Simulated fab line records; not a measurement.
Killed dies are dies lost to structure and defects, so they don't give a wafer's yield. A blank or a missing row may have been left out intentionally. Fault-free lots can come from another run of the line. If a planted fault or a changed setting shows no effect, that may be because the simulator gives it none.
Split-lot experiment / flow sfq-line / 23 wafers read across 5 lots, on a route 325 steps long

== ON THE SPLIT ==
At SFQ_TRILAYER_M3_DEP_SPUTTER_073 (material Nb, target thk 200 nm, time 133.3 s), the setting power-w was moved away from the recipe's 2000 W on 8 of the 23 wafers read, by -3.7% to +9.2%. For the rest of the wafers, this setting stayed at what the recipe calls for.

== FROM THE SPLIT TO THE READING: what the file shows between them, 3 steps ==
- SFQ_M3_RS_MEAS_919: measures by four-point-probe
- SFQ_TRILAYER_M3_LITHO_PEB_078: peb time 60 s (also split here: peb-temp-c)
- SFQ_TRILAYER_M3_BARC_OPEN_METAL_ETCH_100: etches BARC in O2, target depth 125 nm, time 41.7 s (also split here: icp-w)

== THE READING ==
oes-product-au, in a.u., at SFQ_TRILAYER_M3_ETCH_METAL_ETCH_078 (etches Nb in Cl2/Ar, stops on SiO2, target depth 240 nm, time 120 s). On this fab line, fault-free wafers typically give 0.894 a.u. with a standard deviation of 0.0076 a.u.

wafer=L078.2; tool, chamber at the split=pvd-sputter-06, -; power-w as run, W=2000; against the recipe=recipe; oes-product-au, a.u.=0.897; against lot-mates on the recipe=-
wafer=L078.3; tool, chamber at the split=pvd-sputter-06, -; power-w as run, W=2000; against the recipe=recipe; oes-product-au, a.u.=0.890; against lot-mates on the recipe=-
wafer=L078.4; tool, chamber at the split=pvd-sputter-06, -; power-w as run, W=2000; against the recipe=recipe; oes-product-au, a.u.=0.897; against lot-mates on the recipe=-
wafer=L078.5; tool, chamber at the split=pvd-sputter-06, -; power-w as run, W=2000; against the recipe=recipe; oes-product-au, a.u.=0.884; against lot-mates on the recipe=-
wafer=L078.6; tool, chamber at the split=pvd-sputter-06, -; power-w as run, W=2000; against the recipe=recipe; oes-product-au, a.u.=0.893; against lot-mates on the recipe=-
wafer=L079.1; tool, chamber at the split=pvd-sputter-06, -; power-w as run, W=2000; against the recipe=recipe; oes-product-au, a.u.=0.907; against lot-mates on the recipe=-
wafer=L079.2; tool, chamber at the split=pvd-sputter-06, -; power-w as run, W=2000; against the recipe=recipe; oes-product-au, a.u.=0.899; against lot-mates on the recipe=-
wafer=L079.3; tool, chamber at the split=pvd-sputter-06, -; power-w as run, W=2000; against the recipe=recipe; oes-product-au, a.u.=0.904; against lot-mates on the recipe=-
wafer=L081.1; tool, chamber at the split=pvd-sputter-05, -; power-w as run, W=1926; against the recipe=-3.7%; oes-product-au, a.u.=0.876; against lot-mates on the recipe=-0.017
wafer=L081.2; tool, chamber at the split=pvd-sputter-05, -; power-w as run, W=2000; against the recipe=recipe; oes-product-au, a.u.=0.890; against lot-mates on the recipe=-
wafer=L081.4; tool, chamber at the split=pvd-sputter-05, -; power-w as run, W=1926; against the recipe=-3.7%; oes-product-au, a.u.=0.878; against lot-mates on the recipe=-0.015
wafer=L081.5; tool, chamber at the split=pvd-sputter-05, -; power-w as run, W=2000; against the recipe=recipe; oes-product-au, a.u.=0.895; against lot-mates on the recipe=-
wafer=L081.6; tool, chamber at the split=pvd-sputter-05, -; power-w as run, W=1926; against the recipe=-3.7%; oes-product-au, a.u.=0.874; against lot-mates on the recipe=-0.019
wafer=L083.1; tool, chamber at the split=pvd-sputter-05, -; power-w as run, W=2184; against the recipe=+9.2%; oes-product-au, a.u.=0.948; against lot-mates on the recipe=+0.054
wafer=L083.3; tool, chamber at the split=pvd-sputter-05, -; power-w as run, W=2000; against the recipe=recipe; oes-product-au, a.u.=0.885; against lot-mates on the recipe=-
wafer=L083.4; tool, chamber at the split=pvd-sputter-05, -; power-w as run, W=2184; against the recipe=+9.2%; oes-product-au, a.u.=0.947; against lot-mates on the recipe=+0.053
wafer=L083.5; tool, chamber at the split=pvd-sputter-05, -; power-w as run, W=2000; against the recipe=recipe; oes-product-au, a.u.=0.903; against lot-mates on the recipe=-
wafer=L083.6; tool, chamber at the split=pvd-sputter-05, -; power-w as run, W=2184; against the recipe=+9.2%; oes-product-au, a.u.=0.929; against lot-mates on the recipe=+0.035
wafer=L084.1; tool, chamber at the split=pvd-sputter-05, -; power-w as run, W=2000; against the recipe=recipe; oes-product-au, a.u.=0.891; against lot-mates on the recipe=-
wafer=L084.2; tool, chamber at the split=pvd-sputter-05, -; power-w as run, W=2000; against the recipe=recipe; oes-product-au, a.u.=0.892; against lot-mates on the recipe=-
wafer=L084.3; tool, chamber at the split=pvd-sputter-05, -; power-w as run, W=2135; against the recipe=+6.7%; oes-product-au, a.u.=0.928; against lot-mates on the recipe=+0.032
wafer=L084.5; tool, chamber at the split=pvd-sputter-05, -; power-w as run, W=2000; against the recipe=recipe; oes-product-au, a.u.=0.905; against lot-mates on the recipe=-
wafer=L084.6; tool, chamber at the split=pvd-sputter-05, -; power-w as run, W=2135; against the recipe=+6.7%; oes-product-au, a.u.=0.935; against lot-mates on the recipe=+0.039

FIT RESULTS
A straight line over all 23 wafers: oes-product-au changes by +0.0051 a.u. for each +1% of power-w; r = +0.95; the points scatter about the line by 0.0068 a.u.
The same after taking each lot's own level away (the mean of its wafers on the recipe; 23 wafers): +0.00506 a.u. for each +1%; r = +0.96; scatter 0.0059 a.u.
On that fit, the largest move of power-w shifts the reading by 0.047 a.u.
From 0.8922 to 0.9033 a.u.: that is the span of the lots' own levels, equal to 1.5 times the standard deviation above.
The two slopes are in agreement: the lot-to-lot level therefore moves the slope only a little.
Check: +0.0451 a.u. against its lot-mates is what the line predicts for one of the wafers moved furthest among these (+9.2%) when that wafer is left out of the fit. Against them it came out at +0.054 a.u.

== ADDITIONAL SPLITS CARRIED BY THESE WAFERS ==
These wafers also went through other splits before the reading. Each is held against what the fit with the lots' levels taken away leaves over:
other split on the same wafers=SFQ_TRILAYER_I1_VIA_ETCH_VIA_ETCH_052 bias-w; wafers away from the commonest value=9; r with oes-product-au (lot level and that fit taken away)=-0.03
other split on the same wafers=SFQ_TRILAYER_M2_LITHO_EXPOSE_058 dose-mj; wafers away from the commonest value=7; r with oes-product-au (lot level and that fit taken away)=+0.14
other split on the same wafers=SFQ_TRILAYER_M2_ETCH_METAL_ETCH_060 time-s; wafers away from the commonest value=8; r with oes-product-au (lot level and that fit taken away)=+0.19
other split on the same wafers=SFQ_TRILAYER_M3_LITHO_PEB_078 peb-temp-c; wafers away from the commonest value=7; r with oes-product-au (lot level and that fit taken away)=-0.25
other split on the same wafers=SFQ_TRILAYER_M3_BARC_OPEN_METAL_ETCH_100 icp-w; wafers away from the commonest value=5; r with oes-product-au (lot level and that fit taken away)=+0.11

== THE WHOLE CHAIN: every reading that the file lists as answering this split, in the file's order ==
step=SFQ_TRILAYER_M3_DEP_SPUTTER_073; what it does=material Nb, target thk 200 nm, time 133.3 s; reading=Nb_of_TRILAYER_M3_DEP_SPUTTER_073.thk-nm (the simulator's own value, which no gauge read); change (the file's fit)=+2.07 nm for each +1% of the setting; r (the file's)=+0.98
step=SFQ_M3_RS_MEAS_919; what it does=measures by four-point-probe; reading=M3_NB_RS; change (the file's fit)=-0.00869 for each +1% of the setting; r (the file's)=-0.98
step=SFQ_TRILAYER_M3_ETCH_METAL_ETCH_078; what it does=etches Nb in Cl2/Ar, stops on SiO2, target depth 240 nm, time 120 s; reading=oes-product-au; change (the file's fit)=+0.00511 a.u. for each +1% of the setting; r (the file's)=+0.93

== FILE'S OWN FIT ==
oes-product-au changes by +0.00511 a.u. for each +1% of power-w, r = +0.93.
